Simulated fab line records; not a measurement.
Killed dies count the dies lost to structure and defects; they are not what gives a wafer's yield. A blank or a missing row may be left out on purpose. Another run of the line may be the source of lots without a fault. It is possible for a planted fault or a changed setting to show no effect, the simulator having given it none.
Which tool is to blame? / flow gf180mcu / Sampling: 13 lots, 39 wafers, 5 of 602 route steps

WHAT THE GAUGES READ, wafer by wafer
GF_HV_LDD_CD_MEAS_46 targets a cd of 400 nm.
lot=L975; measured=day 12 13:19; on=cd_sem-01; cd_nm (nm)=398.6 401.8 399.3
lot=L976; measured=day 12 21:32; on=cd_sem-01; cd_nm (nm)=398.5 397.8 396.4
lot=L977; measured=day 13 06:47; on=cd_sem-01; cd_nm (nm)=394.7 397.2 395.9
lot=L978; measured=day 13 14:34; on=cd_sem-01; cd_nm (nm)=400.0 398.5 396.4
lot=L981; measured=day 14 19:10; on=cd_sem-01; cd_nm (nm)=400.6 402.9 402.5
lot=L982; measured=day 15 07:54; on=cd_sem-02; cd_nm (nm)=401.8 400.6 401.4
lot=L985; measured=day 16 13:59; on=cd_sem-02; cd_nm (nm)=399.7 399.7 401.0
lot=L992; measured=day 18 13:26; on=cd_sem-01; cd_nm (nm)=394.5 395.3 395.4
lot=L993; measured=day 18 15:47; on=cd_sem-02; cd_nm (nm)=395.8 397.7 399.1
lot=L994; measured=day 19 09:01; on=cd_sem-01; cd_nm (nm)=399.2 399.2 401.4
lot=L995; measured=day 19 10:37; on=cd_sem-02; cd_nm (nm)=400.6 402.1 401.9
lot=L996; measured=day 19 16:54; on=cd_sem-02; cd_nm (nm)=400.3 398.2 399.4
lot=L997; measured=day 20 03:00; on=cd_sem-02; cd_nm (nm)=397.5 395.5 398.0

GF_HV_LDD_TW_MEAS_50.
lot=L975; measured=day 12 13:43; on=film_metro-03; HV_LDD_4_TW=577 578 578
lot=L976; measured=day 12 21:56; on=film_metro-01; HV_LDD_4_TW=564 558 561
lot=L977; measured=day 13 07:11; on=film_metro-03; HV_LDD_4_TW=582 582 581
lot=L978; measured=day 13 14:58; on=film_metro-03; HV_LDD_4_TW=579 577 579
lot=L981; measured=day 14 19:34; on=film_metro-04; HV_LDD_4_TW=563 564 567
lot=L982; measured=day 15 08:18; on=film_metro-01; HV_LDD_4_TW=507 507 504
lot=L985; measured=day 16 14:23; on=film_metro-04; HV_LDD_4_TW=507 512 508
lot=L992; measured=day 18 13:50; on=film_metro-03; HV_LDD_4_TW=574 578 579
lot=L993; measured=day 18 16:11; on=film_metro-01; HV_LDD_4_TW=563 567 563
lot=L994; measured=day 19 09:25; on=film_metro-03; HV_LDD_4_TW=577 577 576
lot=L995; measured=day 19 11:01; on=film_metro-03; HV_LDD_4_TW=577 576 578
lot=L996; measured=day 19 17:18; on=film_metro-01; HV_LDD_4_TW=567 563 565
lot=L997; measured=day 20 03:24; on=film_metro-03; HV_LDD_4_TW=577 582 578

TOOL THAT RAN EACH LOT (tool first, then ch and the chambers of the sampled wafers, then the start)
lot=L975; GF_HV_LDD_STRIP_10=plasma_asher-02 ch 0,1, day 10 04:58; GF_HV_LDD_STRIP_22=plasma_asher-02 ch 0,1, day 10 23:55; GF_HV_LDD_IMPLANT_48=implanter-03 ch 0, day 12 13:29
lot=L976; GF_HV_LDD_STRIP_10=plasma_asher-02 ch 0,1, day 10 13:26; GF_HV_LDD_STRIP_22=plasma_asher-02 ch 0,1, day 11 06:59; GF_HV_LDD_IMPLANT_48=implanter-04 ch 0, day 12 21:42
lot=L977; GF_HV_LDD_STRIP_10=plasma_asher-01 ch 0,1, day 10 21:20; GF_HV_LDD_STRIP_22=plasma_asher-04 ch 0,1, day 11 16:01; GF_HV_LDD_IMPLANT_48=implanter-02 ch 0, day 13 06:58
lot=L978; GF_HV_LDD_STRIP_10=plasma_asher-04 ch 0,1, day 11 04:44; GF_HV_LDD_STRIP_22=plasma_asher-04 ch 0,1, day 11 23:55; GF_HV_LDD_IMPLANT_48=implanter-04 ch 0, day 13 14:43
lot=L981; GF_HV_LDD_STRIP_10=plasma_asher-01 ch 0,1, day 12 06:53; GF_HV_LDD_STRIP_22=plasma_asher-02 ch 0,1, day 13 02:32; GF_HV_LDD_IMPLANT_48=implanter-04 ch 0, day 14 19:19
lot=L982; GF_HV_LDD_STRIP_10=plasma_asher-04 ch 0,1, day 12 18:25; GF_HV_LDD_STRIP_22=plasma_asher-04 ch 0,1, day 13 13:53; GF_HV_LDD_IMPLANT_48=implanter-02 ch 0, day 15 08:04
lot=L985; GF_HV_LDD_STRIP_10=plasma_asher-02 ch 0,1, day 13 22:50; GF_HV_LDD_STRIP_22=plasma_asher-01 ch 0,1, day 14 19:47; GF_HV_LDD_IMPLANT_48=implanter-02 ch 0, day 16 14:08
lot=L992; GF_HV_LDD_STRIP_10=plasma_asher-01 ch 0,1, day 15 16:25; GF_HV_LDD_STRIP_22=plasma_asher-02 ch 1, day 16 13:59; GF_HV_LDD_IMPLANT_48=implanter-04 ch 0, day 18 13:35
lot=L993; GF_HV_LDD_STRIP_10=plasma_asher-01 ch 0,1, day 15 19:49; GF_HV_LDD_STRIP_22=plasma_asher-01 ch 0,1, day 16 17:44; GF_HV_LDD_IMPLANT_48=implanter-04 ch 0, day 18 15:56
lot=L994; GF_HV_LDD_STRIP_10=plasma_asher-01 ch 0, day 16 10:56; GF_HV_LDD_STRIP_22=plasma_asher-01 ch 0,1, day 17 09:35; GF_HV_LDD_IMPLANT_48=implanter-03 ch 0, day 19 09:10
lot=L995; GF_HV_LDD_STRIP_10=plasma_asher-04 ch 0,1, day 16 11:50; GF_HV_LDD_STRIP_22=plasma_asher-02 ch 0,1, day 17 10:08; GF_HV_LDD_IMPLANT_48=implanter-02 ch 0, day 19 10:46
lot=L996; GF_HV_LDD_STRIP_10=plasma_asher-02 ch 0,1, day 16 18:44; GF_HV_LDD_STRIP_22=plasma_asher-04 ch 0, day 17 17:44; GF_HV_LDD_IMPLANT_48=implanter-02 ch 0, day 19 17:04
lot=L997; GF_HV_LDD_STRIP_10=plasma_asher-02 ch 1, day 17 02:56; GF_HV_LDD_STRIP_22=plasma_asher-02 ch 0,1, day 18 02:44; GF_HV_LDD_IMPLANT_48=implanter-03 ch 0, day 20 03:10
- GF_HV_LDD_STRIP_10: strips in O2/N2.
- GF_HV_LDD_STRIP_22: strips in O2/N2.
- GF_HV_LDD_IMPLANT_48

AS READ BY THE TOOLS THEMSELVES (means over the sampled wafers that have a number; for cases with no such wafer, the mark the record gives instead)
GF_HV_LDD_STRIP_10.
lot=L975; tool=plasma_asher-02; drypump_motor_current_A (A)=5.5; heater_power_w (W)=401; oes_product_au (a.u.)=0.713; strip_time_to_endpoint_s (s)=12.67
lot=L976; tool=plasma_asher-02; drypump_motor_current_A (A)=5.6; heater_power_w (W)=408; oes_product_au (a.u.)=0.716; strip_time_to_endpoint_s (s)=12.69
lot=L977; tool=plasma_asher-01; drypump_motor_current_A (A)=5.8; heater_power_w (W)=326; oes_product_au (a.u.)=0.718; strip_time_to_endpoint_s (s)=12.59
lot=L978; tool=plasma_asher-04; drypump_motor_current_A (A)=5.3; heater_power_w (W)=306; oes_product_au (a.u.)=0.713; strip_time_to_endpoint_s (s)=12.67
lot=L981; tool=plasma_asher-01; drypump_motor_current_A (A)=5.7; heater_power_w (W)=318; oes_product_au (a.u.)=0.720; strip_time_to_endpoint_s (s)=12.64
lot=L982; tool=plasma_asher-04; drypump_motor_current_A (A)=5.6; heater_power_w (W)=314; oes_product_au (a.u.)=0.716; strip_time_to_endpoint_s (s)=12.66
lot=L985; tool=plasma_asher-02; drypump_motor_current_A (A)=5.5; heater_power_w (W)=399; oes_product_au (a.u.)=0.714; strip_time_to_endpoint_s (s)=12.60
lot=L992; tool=plasma_asher-01; drypump_motor_current_A (A)=5.7; heater_power_w (W)=314; oes_product_au (a.u.)=0.714; strip_time_to_endpoint_s (s)=12.66
lot=L993; tool=plasma_asher-01; drypump_motor_current_A (A)=5.8; heater_power_w (W)=320; oes_product_au (a.u.)=0.719; strip_time_to_endpoint_s (s)=12.59
lot=L994; tool=plasma_asher-01; drypump_motor_current_A (A)=5.9; heater_power_w (W)=330; oes_product_au (a.u.)=0.712; strip_time_to_endpoint_s (s)=12.63
lot=L995; tool=plasma_asher-04; drypump_motor_current_A (A)=5.3; heater_power_w (W)=304; oes_product_au (a.u.)=0.713; strip_time_to_endpoint_s (s)=12.69
lot=L996; tool=plasma_asher-02; drypump_motor_current_A (A)=5.5; heater_power_w (W)=404; oes_product_au (a.u.)=0.717; strip_time_to_endpoint_s (s)=12.61
lot=L997; tool=plasma_asher-02; drypump_motor_current_A (A)=5.6; heater_power_w (W)=411; oes_product_au (a.u.)=0.717; strip_time_to_endpoint_s (s)=12.56

GF_HV_LDD_STRIP_22.
lot=L975; tool=plasma_asher-02; drypump_motor_current_A (A)=5.5; heater_power_w (W)=403; oes_product_au (a.u.)=0.715; strip_time_to_endpoint_s (s)=12.60
lot=L976; tool=plasma_asher-02; drypump_motor_current_A (A)=5.5; heater_power_w (W)=411; oes_product_au (a.u.)=0.717; strip_time_to_endpoint_s (s)=12.64
lot=L977; tool=plasma_asher-04; drypump_motor_current_A (A)=5.3; heater_power_w (W)=312; oes_product_au (a.u.)=0.713; strip_time_to_endpoint_s (s)=12.67
lot=L978; tool=plasma_asher-04; drypump_motor_current_A (A)=5.6; heater_power_w (W)=308; oes_product_au (a.u.)=0.716; strip_time_to_endpoint_s (s)=12.69
lot=L981; tool=plasma_asher-02; drypump_motor_current_A (A)=5.6; heater_power_w (W)=416; oes_product_au (a.u.)=0.713; strip_time_to_endpoint_s (s)=12.67
lot=L982; tool=plasma_asher-04; drypump_motor_current_A (A)=5.3; heater_power_w (W)=304; oes_product_au (a.u.)=0.712; strip_time_to_endpoint_s (s)=12.69
lot=L985; tool=plasma_asher-01; drypump_motor_current_A (A)=5.8; heater_power_w (W)=325; oes_product_au (a.u.)=0.713; strip_time_to_endpoint_s (s)=12.67
lot=L992; tool=plasma_asher-02; drypump_motor_current_A (A)=5.6; heater_power_w (W)=416; oes_product_au (a.u.)=0.720; strip_time_to_endpoint_s (s)=12.57
lot=L993; tool=plasma_asher-01; drypump_motor_current_A (A)=5.7; heater_power_w (W)=314; oes_product_au (a.u.)=0.711; strip_time_to_endpoint_s (s)=12.61
lot=L994; tool=plasma_asher-01; drypump_motor_current_A (A)=5.8; heater_power_w (W)=325; oes_product_au (a.u.)=0.717; strip_time_to_endpoint_s (s)=12.61
lot=L995; tool=plasma_asher-02; drypump_motor_current_A (A)=5.5; heater_power_w (W)=400; oes_product_au (a.u.)=0.713; strip_time_to_endpoint_s (s)=12.66
lot=L996; tool=plasma_asher-04; drypump_motor_current_A (A)=5.9; heater_power_w (W)=313; oes_product_au (a.u.)=0.721; strip_time_to_endpoint_s (s)=12.64
lot=L997; tool=plasma_asher-02; drypump_motor_current_A (A)=5.6; heater_power_w (W)=417; oes_product_au (a.u.)=0.710; strip_time_to_endpoint_s (s)=12.57

GF_HV_LDD_IMPLANT_48.
lot=L975; tool=implanter-03; end_station_pressure_torr (Torr)=5.21e-06; tilt_deg (degrees)=7.044
lot=L976; tool=implanter-04; end_station_pressure_torr (Torr)=5.14e-06; tilt_deg (degrees)=6.979
lot=L977; tool=implanter-02; end_station_pressure_torr (Torr)=4.92e-06; tilt_deg (degrees)=7.008
lot=L978; tool=implanter-04; end_station_pressure_torr (Torr)=5.33e-06; tilt_deg (degrees)=6.981
lot=L981; tool=implanter-04; end_station_pressure_torr (Torr)=5.02e-06; tilt_deg (degrees)=7.004
lot=L982; tool=implanter-02; end_station_pressure_torr (Torr)=5.06e-06; tilt_deg (degrees)=-0.026
lot=L985; tool=implanter-02; end_station_pressure_torr (Torr)=5.21e-06; tilt_deg (degrees)=0.009
lot=L992; tool=implanter-04; end_station_pressure_torr (Torr)=5.45e-06; tilt_deg (degrees)=6.993
lot=L993; tool=implanter-04; end_station_pressure_torr (Torr)=5.12e-06; tilt_deg (degrees)=7.009
lot=L994; tool=implanter-03; end_station_pressure_torr (Torr)=5.44e-06; tilt_deg (degrees)=7.013
lot=L995; tool=implanter-02; end_station_pressure_torr (Torr)=4.90e-06; tilt_deg (degrees)=6.998
lot=L996; tool=implanter-02; end_station_pressure_torr (Torr)=5.07e-06; tilt_deg (degrees)=7.021
lot=L997; tool=implanter-03; end_station_pressure_torr (Torr)=5.19e-06; tilt_deg (degrees)=7.021

THE ANSWER, worked out from the rows above alone
Rule: the usual values come from the lots themselves. Put in order of their means at a reading, lots are off if they are a third of the lots or fewer, leave a main group of 4 or more, and stand apart from it by a gap of 3 or more times the standard deviation of the main group's means; of several such gaps the widest counts. Not used: any main group whose means are identical at the precision the tables above print for the reading. Also off: a lot with no number at a reading for which 4 or more lots have one. All remaining lots with rows at the step are treated as sound. The gauges are gone through in route order, then the tools' own readings, and for those a lot's mean is taken as printed above. At the first step where some lot is off, the reading lying furthest off is the one used; lots without a number count as furthest.
Off: L982, L985, seen at GF_HV_LDD_TW_MEAS_50 (HV_LDD_4_TW). The main group: mean 573, standard deviation 7.1.
If a tool, at a process step before that reading, ran all the lots that are off and no sound lot after the first of them, it fits. Not tried: the gauges at GF_HV_LDD_TW_MEAS_50; whatever is off there is also off at GF_HV_LDD_IMPLANT_48, on other tools, and gauge error can't account for it. Of those tried, none fits.

WHAT HAD BEEN PUT IN BY THE SIMULATOR
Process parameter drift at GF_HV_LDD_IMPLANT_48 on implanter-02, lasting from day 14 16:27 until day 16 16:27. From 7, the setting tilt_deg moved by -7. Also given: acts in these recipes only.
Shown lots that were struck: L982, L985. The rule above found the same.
